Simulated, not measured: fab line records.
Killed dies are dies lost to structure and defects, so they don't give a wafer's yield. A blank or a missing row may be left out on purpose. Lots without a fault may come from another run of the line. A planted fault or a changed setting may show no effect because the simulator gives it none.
Chamber matching | flow sfq_line | cmp-02 running SFQ_TRILAYER_I6_CMP_CMP_166: 4 sister chambers
The step polishes SiO2. 4 wafers are shown with their chamber, then 9 later ones without.

## WAFERS PAIRED WITH THEIR CHAMBERS
wafer  | chamber | motor_current_A (A)
L760.3 | 3       | 11.3
L760.2 | 2       | 10.6
L761.1 | 0       | 10.0
L761.6 | 1       | 9.3

## WAFERS MISSING THEIR CHAMBER
wafer  | motor_current_A (A)
L763.1 | 8.9
L763.6 | 9.4
L768.1 | 9.8
L776.4 | 10.3
L776.5 | 11.6
L776.6 | 9.4
L777.2 | 9.9
L777.5 | 11.4
L777.6 | 9.1

## CHAMBER TAKEN BY EACH
wafer  | from the rows above     | in truth
L763.1 | 1                       | 1
L763.6 | 1                       | 1
L768.1 | can't be placed: 0 or 1 | 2
L776.4 | can't be placed: 2 or 0 | 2
L776.5 | 3                       | 3
L776.6 | 1                       | 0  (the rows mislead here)
L777.2 | 0                       | 0
L777.5 | 3                       | 3
L777.6 | 1                       | 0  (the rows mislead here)
Placed correctly: 5 of 9. Can't be placed from these rows: 2 (the true chamber is among the candidates in 1). Wrongly placed: 2.
How it was worked out, from the rows above alone: a wafer's distance from a chamber is the root of the sum, over the readings, of the square of ((its reading less the chamber's mean) divided by the reading's scatter). If the next closest chamber is less than 2 further off than the closest, the wafer can't be placed; otherwise it belongs to the closest. For every chamber, the mean is computed from those of its wafers that are shown. The scatter: root of mean squared gap, hidden wafer to nearest shown wafer, with one shown wafer a chamber.
